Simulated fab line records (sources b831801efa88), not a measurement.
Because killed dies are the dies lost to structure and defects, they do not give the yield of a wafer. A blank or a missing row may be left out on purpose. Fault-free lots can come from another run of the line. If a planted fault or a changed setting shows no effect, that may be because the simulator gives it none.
Chamber matching ; flow gf180mcu ; rie-diel-04 running GF_V4_ETCH_16: 4 sister chambers
The step etches BARC in N2/H2. 4 wafers are shown with their chamber, then 12 later ones without.

WAFERS WITH THEIR CHAMBER
wafer;chamber;drypump-motor-current-A (A)
L089.3;2;5.75
L089.4;3;5.15
L089.5;0;5.88
L089.6;1;5.87

WAFERS WITHOUT THEIR CHAMBER
wafer;drypump-motor-current-A (A)
L090.2;5.75
L090.3;5.92
L090.4;5.14
L091.3;5.85
L091.4;5.73
L091.5;5.85
L092.2;5.85
L092.5;5.89
L092.6;5.86
L097.1;5.85
L097.2;5.17
L097.3;5.82

WHICH CHAMBER EACH ONE RAN IN
wafer;from the rows above;in truth
L090.2;2;2
L090.3;can't be placed: 0 or 1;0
L090.4;3;3
L091.3;can't be placed: 1 or 0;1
L091.4;2;2
L091.5;can't be placed: 1 or 0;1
L092.2;can't be placed: 1 or 0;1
L092.5;can't be placed: 0 or 1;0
L092.6;can't be placed: 1 or 0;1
L097.1;can't be placed: 1 or 0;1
L097.2;3;3
L097.3;can't be placed: 1 or 0 or 2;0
Correctly placed: 4 of 12. These rows do not allow placing 8 (true chamber among the candidates in 8). Wrongly placed: 0.
How it was worked out, from the rows above alone: a wafer's distance from a chamber is the root of the sum, over the readings, of the square of ((its reading less the chamber's mean) divided by the reading's scatter). If the next closest chamber is less than 2 further off than the closest, the wafer can't be placed; otherwise it belongs to the closest. For every chamber, the mean is computed from those of its wafers that are shown. The scatter: with one shown wafer a chamber, the root of the mean of the squares of how far each hidden wafer lies from its nearest shown one.
